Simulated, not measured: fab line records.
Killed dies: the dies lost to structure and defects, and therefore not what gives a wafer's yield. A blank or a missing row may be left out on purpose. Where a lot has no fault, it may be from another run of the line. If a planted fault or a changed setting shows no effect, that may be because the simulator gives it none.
The tool behind it: which one? | flow gf180mcu | 36 wafers sampled from 12 lots at 1 step of a route of 602

== WHAT THE GAUGES READ, wafer by wafer ==
GF_M4_CD_MEAS_14: the cd target is 280 nm. Usual: cd nm reads 279.9 nm (standard deviation 1.4).
lot  | measured     | on        | cd nm (nm)        | flag
L782 | day 22 15:10 | cd sem-01 | 282.7 283.1 282.6 |
L783 | day 23 00:41 | cd sem-01 | 280.4 280.8 280.7 |
L790 | day 26 00:34 | cd sem-02 | 278.7 279.3 278.3 |
L791 | day 26 02:10 | cd sem-01 | 277.6 278.0 279.5 |
L792 | day 26 04:31 | cd sem-02 | 280.7 280.8 280.9 |
L793 | day 26 11:53 | cd sem-02 | 280.4 280.9 281.9 |
L794 | day 26 23:32 | cd sem-01 | 281.0 280.5 281.3 |
L795 | day 27 14:02 | cd sem-01 | 281.2 280.5 280.9 |
L797 | day 28 03:22 | cd sem-02 | 278.7 280.0 279.5 |
L801 | day 29 02:34 | cd sem-02 | 277.5 278.5 278.8 |
L804 | day 29 22:49 | cd sem-01 | 280.3 280.1 281.0 |
L805 | day 30 05:59 | cd sem-02 | 279.8 279.0 280.1 |

== WHICH TOOL RAN EACH LOT (tool, then ch and the chambers of the sampled wafers, then the start) ==
No process step before these readings appears in the record.

== AS READ BY THE TOOLS THEMSELVES (means over the sampled wafers that have a number; for cases with no such wafer, the mark the record gives instead) ==
The record holds no such reading with a usual standard deviation.

== THE ANSWER, worked out from the rows above alone ==
Rule: a lot is off if the mean of its wafers that have a number lies more than 3 standard deviations from the usual mean. Also off: a lot with no number at a reading for which 4 or more lots have one. Where the step has rows for the other lots, those lots are counted as sound. First the gauges in route order, then the tools' own readings, where a lot's mean is used as printed above. At the first step where some lot is off, the reading lying furthest off is the one used; lots without a number count as furthest.
No lot is off at any reading shown: from this, nothing can be told.

== WHAT WAS PUT IN BY THE SIMULATOR ==
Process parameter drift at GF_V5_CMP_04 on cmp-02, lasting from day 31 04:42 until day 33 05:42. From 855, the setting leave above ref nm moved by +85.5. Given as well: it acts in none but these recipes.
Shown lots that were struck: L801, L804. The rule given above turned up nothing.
